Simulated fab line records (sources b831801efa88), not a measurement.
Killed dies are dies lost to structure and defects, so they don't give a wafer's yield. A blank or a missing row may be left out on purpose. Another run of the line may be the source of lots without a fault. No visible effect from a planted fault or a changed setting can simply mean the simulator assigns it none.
What tool caused it? | flow gf180mcu | Sampling: 24 lots, 72 wafers, 5 of 602 route steps

== WHAT EACH GAUGE READ, for each wafer ==
GF_MVPSD_TW_MEAS_11. Usual: MVPSD_TW 548.0, standard deviation 2.7.
lot  | measured     | on            | MVPSD_TW          | flag
L074 | day 5 00:45  | film-metro-04 | 547.3 544.8 546.9 |
L075 | day 5 07:19  | film-metro-01 | 542.1 547.7 547.4 |
L076 | day 5 12:30  | film-metro-02 | 547.9 545.6 549.5 |
L077 | day 5 21:56  | film-metro-04 | 549.0 544.2 549.1 |
L078 | day 5 23:41  | film-metro-02 | 551.7 547.4 547.3 |
L079 | day 6 07:56  | film-metro-01 | 549.1 550.7 548.7 |
L080 | day 6 12:56  | film-metro-04 | 547.5 548.9 547.9 |
L081 | day 6 17:08  | film-metro-01 | 551.6 551.6 549.5 |
L082 | day 7 02:29  | film-metro-02 | 549.9 549.6 549.4 |
L083 | day 7 05:35  | film-metro-01 | 545.4 543.3 542.8 |
L084 | day 7 11:23  | film-metro-02 | 549.6 552.5 548.3 |
L085 | day 7 18:46  | film-metro-02 | 547.6 548.3 551.0 |
L086 | day 8 02:07  | film-metro-02 | 548.8 552.8 552.0 |
L087 | day 8 06:10  | film-metro-01 | 546.5 542.8 542.7 |
L088 | day 8 11:35  | film-metro-02 | 552.1 551.6 551.1 |
L089 | day 8 18:25  | film-metro-04 | 553.1 551.9 549.0 |
L090 | day 9 03:56  | film-metro-04 | 550.2 544.0 544.9 |
L091 | day 9 07:05  | film-metro-01 | 548.4 544.4 546.2 |
L092 | day 9 10:21  | film-metro-01 | 548.1 547.6 548.5 |
L093 | day 9 17:35  | film-metro-02 | 541.6 544.3 545.1 |
L094 | day 10 03:47 | film-metro-01 | 547.4 542.8 543.8 |
L095 | day 10 07:02 | film-metro-01 | 546.9 548.1 546.4 |
L096 | day 10 12:08 | film-metro-04 | 549.3 549.5 547.0 |
L097 | day 10 18:35 | film-metro-01 | 547.1 548.3 547.6 |

GF_VT_IMPLANT_OVL_MEAS_18. Usual: VT_IMPLANT_01_OVL -0.6 nm, standard deviation 1.4.
lot  | measured     | on         | VT_IMPLANT_01_OVL (nm) | flag
L074 | day 6 06:01  | overlay-02 | -2.1 -2.6 -1.8         |
L075 | day 6 12:33  | overlay-01 | 0.5 1.2 -0.1           |
L076 | day 6 18:29  | overlay-01 | -0.5 0.3 -0.6          |
L077 | day 7 03:40  | overlay-01 | -0.5 -0.2 1.0          |
L078 | day 7 06:13  | overlay-01 | 0.7 -0.2 0.5           |
L079 | day 7 14:44  | overlay-02 | -4.4 0.9 -0.5          |
L080 | day 7 19:50  | overlay-01 | 0.6 -1.8 -1.8          |
L081 | day 8 00:55  | overlay-02 | -1.5 -2.7 -1.1         |
L082 | day 8 10:22  | overlay-01 | 0.4 -1.5 1.3           |
L083 | day 8 12:57  | overlay-02 | 0.0 -1.7 -1.6          |
L084 | day 8 20:04  | overlay-01 | -1.3 -1.3 -0.3         |
L085 | day 9 03:36  | overlay-02 | -1.8 -1.8 -1.4         |
L086 | day 9 10:40  | overlay-01 | -3.1 -2.7 -1.3         |
L087 | day 9 14:25  | overlay-01 | -2.2 -3.1 -1.1         |
L088 | day 9 20:38  | overlay-02 | -1.3 -1.2 -1.4         |
L089 | day 10 03:28 | overlay-01 | -0.1 0.1 0.2           |
L090 | day 10 13:54 | overlay-01 | 0.4 -1.9 1.1           |
L091 | day 10 18:38 | overlay-02 | -1.2 -0.8 -0.3         |
L092 | day 10 21:04 | overlay-01 | -1.9 -2.3 -2.2         |
L093 | day 11 05:03 | overlay-02 | 0.5 1.9 0.1            |
L094 | day 11 16:46 | overlay-02 | 2.3 0.3 3.1            |
L095 | day 11 19:11 | overlay-01 | -0.6 -0.7 -0.1         |
L096 | day 12 01:40 | overlay-02 | 1.6 1.2 1.5            |
L097 | day 12 07:31 | overlay-02 | 0.4 -0.1 0.0           |

GF_VT_IMPLANT_TW_MEAS_43. Usual: VT_IMPLANT_4_TW 682, standard deviation 3.4.
lot  | measured     | on            | VT_IMPLANT_4_TW | flag
L074 | day 7 13:32  | film-metro-02 | 686 685 685     |
L075 | day 7 19:50  | film-metro-02 | 681 689 681     |
L076 | day 8 02:13  | film-metro-01 | 677 680 677     |
L077 | day 8 12:42  | film-metro-01 | 677 677 680     |
L078 | day 8 15:07  | film-metro-02 | 688 689 690     |
L079 | day 8 23:44  | film-metro-03 | 681 681 684     |
L080 | day 9 05:49  | film-metro-01 | 681 685 682     |
L081 | day 9 09:08  | film-metro-02 | 681 681 679     |
L082 | day 9 20:27  | film-metro-01 | 681 681 685     |
L083 | day 10 00:11 | film-metro-03 | 683 686 678     |
L084 | day 10 06:19 | film-metro-01 | 681 684 678     |
L085 | day 10 14:04 | film-metro-01 | 680 681 682     |
L086 | day 10 23:07 | film-metro-03 | 675 677 687     |
L087 | day 11 02:29 | film-metro-01 | 681 682 685     |
L088 | day 11 08:44 | film-metro-02 | 687 684 686     |
L089 | day 11 16:46 | film-metro-01 | 677 678 683     |
L090 | day 12 03:48 | film-metro-01 | 684 681 680     |
L091 | day 12 08:35 | film-metro-03 | 688 687 683     |
L092 | day 12 11:16 | film-metro-02 | 684 685 685     |
L093 | day 12 19:06 | film-metro-03 | 683 684 682     |
L094 | day 13 08:32 | film-metro-01 | 685 681 682     |
L095 | day 13 10:47 | film-metro-03 | 677 675 677     |
L096 | day 13 17:46 | film-metro-03 | 681 680 677     |
L097 | day 13 23:40 | film-metro-03 | 678 679 678     |

GF_POLY_GATE_THK_MEAS_01. Usual: POLY_GATE_CVD_00_THK 199.4 nm, standard deviation 1.9.
lot  | measured     | on            | POLY_GATE_CVD_00_THK (nm) | flag
L074 | day 8 13:13  | film-metro-01 | 200.4 201.4 201.0         |
L075 | day 8 17:33  | film-metro-01 | 202.7 201.8 202.9         |
L076 | day 9 00:17  | film-metro-03 | 199.3 197.2 197.9         |
L077 | day 9 11:22  | film-metro-01 | 199.0 199.5 198.1         |
L078 | day 9 15:34  | film-metro-01 | 199.3 199.7 197.4         |
L079 | day 9 21:52  | film-metro-01 | 199.8 201.7 200.1         |
L080 | day 10 05:37 | film-metro-03 | 198.9 198.8 200.0         |
L081 | day 10 10:03 | film-metro-03 | 200.9 199.7 199.6         |
L082 | day 10 20:32 | film-metro-03 | 199.7 200.5 200.0         |
L083 | day 11 01:08 | film-metro-01 | 201.3 201.0 200.1         |
L084 | day 11 07:23 | film-metro-01 | 198.7 198.3 198.6         |
L085 | day 11 16:46 | film-metro-04 | 199.2 199.8 198.9         |
L086 | day 12 02:13 | film-metro-03 | 200.4 203.0 199.2         |
L087 | day 12 03:08 | film-metro-01 | 201.0 200.5 198.9         |
L088 | day 12 08:40 | film-metro-04 | 198.5 199.1 197.5         |
L089 | day 12 20:35 | film-metro-04 | 194.7 195.1 196.8         |
L090 | day 13 04:31 | film-metro-03 | 200.0 200.2 199.7         |
L091 | day 13 10:13 | film-metro-03 | 200.9 199.0 200.4         |
L092 | day 13 13:11 | film-metro-03 | 202.1 201.4 201.3         |
L093 | day 13 21:11 | film-metro-04 | 195.1 195.3 197.6         |
L094 | day 14 12:01 | film-metro-04 | 197.8 197.6 198.0         |
L095 | day 14 13:34 | film-metro-03 | 201.5 201.2 200.8         |
L096 | day 14 20:52 | film-metro-01 | 199.0 199.2 198.1         |
L097 | day 15 01:46 | film-metro-03 | 201.1 199.6 202.7         |

== TOOL THAT RAN EACH LOT (tool first, then ch and the chambers of the sampled wafers, then the start) ==
lot  | GF_MVPSD_STRIP_10
L074 | plasma-asher-04 ch 0,1, day 5 00:38
L075 | plasma-asher-03 ch 0,1, day 5 07:13
L076 | plasma-asher-04 ch 0,1, day 5 12:23
L077 | plasma-asher-04 ch 0,1, day 5 21:50
L078 | plasma-asher-04 ch 0,1, day 5 23:35
L079 | plasma-asher-04 ch 0,1, day 6 07:50
L080 | plasma-asher-02 ch 0,1, day 6 12:50
L081 | plasma-asher-04 ch 0, day 6 17:02
L082 | plasma-asher-03 ch 0,1, day 7 02:24
L083 | plasma-asher-04 ch 0,1, day 7 05:29
L084 | plasma-asher-03 ch 1, day 7 11:17
L085 | plasma-asher-03 ch 0,1, day 7 18:40
L086 | plasma-asher-03 ch 0,1, day 8 02:00
L087 | plasma-asher-04 ch 0,1, day 8 06:04
L088 | plasma-asher-03 ch 0,1, day 8 11:29
L089 | plasma-asher-03 ch 0,1, day 8 18:19
L090 | plasma-asher-04 ch 0,1, day 9 03:50
L091 | plasma-asher-04 ch 0,1, day 9 06:59
L092 | plasma-asher-03 ch 0,1, day 9 10:16
L093 | plasma-asher-02 ch 0,1, day 9 17:29
L094 | plasma-asher-04 ch 0,1, day 10 03:41
L095 | plasma-asher-04 ch 0,1, day 10 06:56
L096 | plasma-asher-03 ch 0,1, day 10 11:59
L097 | plasma-asher-04 ch 0,1, day 10 18:29
- GF_MVPSD_STRIP_10: strips in O2/N2.

== WHAT THE TOOLS THEMSELVES READ (means of the sampled wafers that have a number; where no wafer has one, the mark that the record gives instead) ==
GF_MVPSD_STRIP_10. Usual: drypump-motor-current-A 5.5 A, standard deviation 0.52; heater-power-w 331 W, standard deviation 20; oes-product-au 0.723 a.u., standard deviation 0.0048; strip-time-to-endpoint-s 37.03 s, standard deviation 0.1.
lot  | tool            | drypump-motor-current-A (A) | heater-power-w (W) | oes-product-au (a.u.) | strip-time-to-endpoint-s (s) | flag
L074 | plasma-asher-04 | 5.2                         | 341                | 0.719                 | 37.06                        |
L075 | plasma-asher-03 | 5.3                         | 314                | 0.725                 | 36.94                        |
L076 | plasma-asher-04 | 5.7                         | 351                | 0.730                 | 36.98                        |
L077 | plasma-asher-04 | 5.2                         | 349                | 0.718                 | 37.12                        |
L078 | plasma-asher-04 | 5.6                         | 347                | 0.726                 | 37.15                        |
L079 | plasma-asher-04 | 5.6                         | 347                | 0.725                 | 37.13                        |
L080 | plasma-asher-02 | 6.2                         | 299                | 0.723                 | 37.14                        |
L081 | plasma-asher-04 | 4.9                         | 351                | 0.720                 | 37.00                        |
L082 | plasma-asher-03 | 5.3                         | 315                | 0.725                 | 36.94                        |
L083 | plasma-asher-04 | 5.3                         | 350                | 0.725                 | 37.01                        |
L084 | plasma-asher-03 | 5.4                         | 311                | 0.725                 | 36.89                        |
L085 | plasma-asher-03 | 5.3                         | 314                | 0.726                 | 37.01                        |
L086 | plasma-asher-03 | 5.3                         | 311                | 0.728                 | 36.91                        |
L087 | plasma-asher-04 | 5.3                         | 349                | 0.721                 | 37.19                        |
L088 | plasma-asher-03 | 5.3                         | 313                | 0.719                 | 37.05                        |
L089 | plasma-asher-03 | 5.3                         | 312                | 0.722                 | 37.06                        |
L090 | plasma-asher-04 | 5.6                         | 348                | 0.719                 | 37.09                        |
L091 | plasma-asher-04 | 5.3                         | 349                | 0.723                 | 37.10                        |
L092 | plasma-asher-03 | 5.3                         | 309                | 0.722                 | 37.00                        |
L093 | plasma-asher-02 | 6.2                         | 295                | 0.726                 | 36.89                        |
L094 | plasma-asher-04 | 5.2                         | 351                | 0.721                 | 36.96                        |
L095 | plasma-asher-04 | 5.2                         | 350                | 0.718                 | 37.17                        |
L096 | plasma-asher-03 | 5.3                         | 317                | 0.725                 | 37.01                        |
L097 | plasma-asher-04 | 5.3                         | 349                | 0.720                 | 36.98                        |

== THE ANSWER, worked out from the rows above alone ==
Rule: lot off if the mean of its wafers having a number is beyond 3 standard deviations from the usual mean. A lot without any number at a reading at which 4 lots or more have one is off too. The other lots that the step has rows for count as sound. After the gauges, taken in route order, come the tools' own readings; for these a lot's mean is taken, as printed above. At the first step where some lot is off, the reading lying furthest off is the one used; lots without a number count as furthest.
No lot is off on any of the readings shown, so nothing can be concluded from this.

== WHAT THE SIMULATOR HAD INSERTED ==
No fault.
